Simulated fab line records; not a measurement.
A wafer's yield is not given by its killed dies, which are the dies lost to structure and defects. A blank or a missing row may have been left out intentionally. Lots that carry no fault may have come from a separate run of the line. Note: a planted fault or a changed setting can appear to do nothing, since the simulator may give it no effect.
What tool caused it? | flow sky130 | 33 wafers from 11 lots sampled at 6 of the route's 708 steps

== WHAT EACH GAUGE READ, for each wafer ==
SKY_GATE_OXIDE_OVL_MEAS_10.
lot  | measured     | on         | GATE_OXIDE_OVL (nm)
L987 | day 14 11:38 | overlay-02 | 0.7 1.3 2.4
L988 | day 14 22:20 | overlay-02 | 3.8 2.6 2.9
L992 | day 16 13:43 | overlay-02 | 1.4 2.8 0.6
L995 | day 17 12:46 | overlay-01 | 3.4 2.5 1.5
L996 | day 17 12:41 | overlay-02 | 3.3 0.9 4.8
L997 | day 17 17:59 | overlay-01 | -0.1 2.8 1.3
L999 | day 18 16:38 | overlay-02 | -0.6 1.2 0.9
L100 | day 19 01:53 | overlay-01 | 2.3 3.4 3.0
L101 | day 19 19:02 | overlay-02 | 2.0 0.7 1.1
L102 | day 19 23:40 | overlay-02 | 1.2 0.8 0.1
L103 | day 20 06:25 | overlay-01 | -0.4 -1.2 -1.2

SKY_POLY_GATE_THK_MEAS_01.
lot  | measured     | on            | POLY_GATE_CVD_00_THK (nm)
L987 | day 14 14:52 | film metro-04 | 180.2 181.9 179.4
L988 | day 15 01:35 | film metro-03 | 181.8 180.0 181.0
L992 | day 16 18:00 | film metro-02 | 176.4 177.1 176.4
L995 | day 17 17:04 | film metro-03 | 177.0 176.6 176.6
L996 | day 17 17:04 | film metro-04 | 178.5 179.1 179.9
L997 | day 18 00:05 | film metro-03 | 175.0 176.9 176.1
L999 | day 18 21:46 | film metro-02 | 181.1 180.1 179.3
L100 | day 19 05:27 | film metro-03 | 181.2 180.0 179.7
L101 | day 19 22:28 | film metro-04 | 156.8 156.9 159.4
L102 | day 20 03:12 | film metro-03 | 160.4 159.9 161.0
L103 | day 20 09:39 | film metro-03 | 159.7 160.9 159.5

SKY_POLY_GATE_THK_MEAS_21.
lot  | measured     | on            | POLY_GATE_OXIDATION_THK (nm)
L987 | day 17 03:53 | film metro-03 | 4.00 3.98 4.01
L988 | day 17 14:20 | film metro-04 | 4.02 3.99 3.91
L992 | day 19 08:37 | film metro-03 | 3.95 4.09 3.99
L995 | day 20 11:02 | film metro-03 | 3.94 3.92 3.96
L996 | day 20 09:56 | film metro-03 | 3.97 4.06 3.93
L997 | day 20 15:47 | film metro-02 | 4.08 4.08 4.05
L999 | day 21 15:00 | film metro-04 | 4.02 3.96 4.03
L100 | day 21 21:59 | film metro-02 | 4.20 4.18 4.14
L101 | day 22 15:02 | film metro-04 | 4.10 4.08 4.07
L102 | day 22 20:23 | film metro-04 | 4.13 3.99 3.99
L103 | day 23 03:13 | film metro-02 | 4.05 3.96 4.02

== WHICH TOOL RAN EACH LOT (tool, then ch and the chambers of the sampled wafers, then the start) ==
lot  | SKY_VT_ADJUST_PCH_STRIP_09           | SKY_POLY_GATE_CVD_00        | SKY_POLY_GATE_ETCH_17
L987 | plasma asher-04 ch 0,1, day 10 21:28 | lpcvd-01 ch 1, day 14 13:40 | rie si-02 ch 1,3, day 17 01:43
L988 | plasma asher-04 ch 0,1, day 11 13:13 | lpcvd-01 ch 1, day 15 00:22 | rie si-01 ch 0,1, day 17 11:37
L992 | plasma asher-03 ch 0,1, day 12 20:25 | lpcvd-01 ch 1, day 16 16:48 | rie si-02 ch 0,1,3, day 19 07:10
L995 | plasma asher-03 ch 0,1, day 13 16:13 | lpcvd-01 ch 1, day 17 15:52 | rie si-02 ch 1,2,3, day 20 09:09
L996 | plasma asher-03 ch 0,1, day 13 18:22 | lpcvd-01 ch 0, day 17 15:52 | rie si-01 ch 0,2,3, day 20 08:12
L997 | plasma asher-03 ch 0,1, day 13 22:55 | lpcvd-01 ch 1, day 17 22:17 | rie si-02 ch 2,3, day 20 14:19
L999 | plasma asher-01 ch 0,1, day 14 20:16 | lpcvd-01 ch 0, day 18 20:32 | rie si-02 ch 1,2,3, day 21 13:31
L100 | plasma asher-03 ch 0,1, day 15 02:01 | lpcvd-01 ch 0, day 19 04:15 | rie si-01 ch 0,2,3, day 21 20:31
L101 | plasma asher-03 ch 0,1, day 15 18:42 | lpcvd-01 ch 1, day 19 21:16 | rie si-02 ch 0,1,2, day 22 13:34
L102 | plasma asher-03 ch 1, day 15 23:04   | lpcvd-01 ch 0, day 20 02:00 | rie si-01 ch 1,2,3, day 22 18:55
L103 | plasma asher-04 ch 0,1, day 16 05:33 | lpcvd-01 ch 0, day 20 08:27 | rie si-02 ch 1,2,3, day 23 01:13
- SKY_VT_ADJUST_PCH_STRIP_09: strips in O2/N2.
- SKY_POLY_GATE_CVD_00: deposits poly-Si, target thk 180 nm, time 720 s.
- SKY_POLY_GATE_ETCH_17: etches poly-Si in HBr/Cl2, stops on SiO2, target depth 180 nm, time 70.5 s.

== AS READ BY THE TOOLS THEMSELVES (means over the sampled wafers that have a number; for cases with no such wafer, the mark the record gives instead) ==
SKY_VT_ADJUST_PCH_STRIP_09.
lot  | tool            | drypump motor current A (A) | oes product au (a.u.) | strip time to endpoint s (s)
L987 | plasma asher-04 | 5.52                        | 0.723                 | 37.18
L988 | plasma asher-04 | 5.38                        | 0.725                 | 37.07
L992 | plasma asher-03 | 5.55                        | 0.719                 | 37.03
L995 | plasma asher-03 | 5.52                        | 0.730                 | 36.80
L996 | plasma asher-03 | 5.52                        | 0.722                 | 36.90
L997 | plasma asher-03 | 5.55                        | 0.718                 | 36.95
L999 | plasma asher-01 | 5.83                        | 0.724                 | 36.86
L100 | plasma asher-03 | 5.36                        | 0.721                 | 36.86
L101 | plasma asher-03 | 5.53                        | 0.721                 | 37.05
L102 | plasma asher-03 | 5.72                        | 0.724                 | 36.95
L103 | plasma asher-04 | 5.56                        | 0.721                 | 36.80

SKY_POLY_GATE_CVD_00.
lot  | tool     | spike tc bottom C (C) | spike tc centre C (C) | spike tc lower C (C) | spike tc upper C (C) | susceptor temp C (C) | zone power upper pct (%)
L987 | lpcvd-01 | 643.3                 | 621.1                 | 620.8                | 618.5                | 619.98               | 8.41
L988 | lpcvd-01 | 642.9                 | 620.0                 | 621.5                | 618.5                | 619.98               | 8.46
L992 | lpcvd-01 | 644.1                 | 621.4                 | 619.4                | 618.5                | 620.01               | 8.46
L995 | lpcvd-01 | 644.2                 | 621.0                 | 620.1                | 619.6                | 620.12               | 8.37
L996 | lpcvd-01 | 642.6                 | 620.1                 | 617.8                | 620.1                | 620.09               | 8.75
L997 | lpcvd-01 | 643.2                 | 621.4                 | 620.8                | 619.2                | 619.76               | 8.34
L999 | lpcvd-01 | 643.5                 | 620.3                 | 619.2                | 620.3                | 619.59               | 8.68
L100 | lpcvd-01 | 642.3                 | 619.5                 | 617.6                | 619.4                | 619.99               | 8.72
L101 | lpcvd-01 | 639.1                 | 614.5                 | 614.8                | 613.9                | 614.70               | 8.26
L102 | lpcvd-01 | 638.5                 | 615.3                 | 613.0                | 615.2                | 614.91               | 8.55
L103 | lpcvd-01 | 638.2                 | 615.0                 | 612.6                | 614.7                | 614.93               | 8.66

SKY_POLY_GATE_ETCH_17.
lot  | tool      | drypump motor current A (A) | he backside leak sccm (sccm) | oes product au (a.u.) | throttle valve pct (%)
L987 | rie si-02 | 5.7                         | 2.59                         | 0.993                 | 33.686
L988 | rie si-01 | 5.7                         | 2.81                         | 0.991                 | 33.693
L992 | rie si-02 | 5.6                         | 2.50                         | 0.979                 | 33.680
L995 | rie si-02 | 5.9                         | 2.63                         | 0.981                 | 33.690
L996 | rie si-01 | 5.8                         | 2.69                         | 0.983                 | 33.676
L997 | rie si-02 | 6.0                         | 2.55                         | 0.977                 | 33.680
L999 | rie si-02 | 5.9                         | 2.65                         | 0.987                 | 33.683
L100 | rie si-01 | 5.8                         | 2.71                         | 0.987                 | 33.687
L101 | rie si-02 | 6.3                         | 2.45                         | 0.903                 | 33.690
L102 | rie si-01 | 5.7                         | 2.76                         | 0.918                 | 33.685
L103 | rie si-02 | 5.9                         | 2.58                         | 0.917                 | 33.684

== THE ANSWER, worked out from the rows above alone ==
Rule: what is usual is taken from the lots themselves. The widest of any qualifying gaps counts: lots, ordered by their means at a reading, are off when they make up no more than a third of the lots, leave a main group of 4 or more, and stand apart from it by 3 or more times the standard deviation of that group's means. The tables above print the reading to a certain number of digits; a main group whose means all agree to those digits is not used. Also off: a lot with no number at a reading for which 4 or more lots have one. All remaining lots with rows at the step are treated as sound. Order of review: gauges by route order, followed by the tools' own readings, for which a lot's mean as printed above is used. At the first step where some lot is off, the reading lying furthest off is the one used; lots without a number count as furthest.
Off: at SKY_POLY_GATE_THK_MEAS_01 (POLY_GATE_CVD_00_THK), L101, L102, L103. Main group: mean 178.8 nm, sd 1.9.
A tool fits if, at a process step before that reading, it ran every lot that is off, and no sound lot after the first of them. The gauges at SKY_POLY_GATE_THK_MEAS_01 aren't tried: what is off there is off at SKY_POLY_GATE_CVD_00 too, on other tools, and a gauge's error can't cause that. One candidate fits, namely lpcvd-01 at SKY_POLY_GATE_CVD_00. Its last sound lot is L100 (day 19 04:15), its first lot that is off L101 (day 19 21:16): a fault that began between those two fits.
The tool's own readings at SKY_POLY_GATE_CVD_00 bear it out: on the lots that are off they differ by more than 5 times the standard deviation of the sound lots' means. spike tc bottom C reads 638.6 C there against 643.3 C on the sound lots; spike tc centre C reads 614.9 C there against 620.6 C on the sound lots; spike tc upper C reads 614.6 C there against 619.3 C on the sound lots; susceptor temp C reads 614.85 C there against 619.94 C on the sound lots.

== WHAT THE SIMULATOR HAD INSERTED ==
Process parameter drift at SKY_POLY_GATE_CVD_00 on lpcvd-01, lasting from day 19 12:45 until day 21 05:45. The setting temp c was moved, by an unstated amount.
Shown lots that were struck: L101, L102, L103. This agrees with what the rule above found.
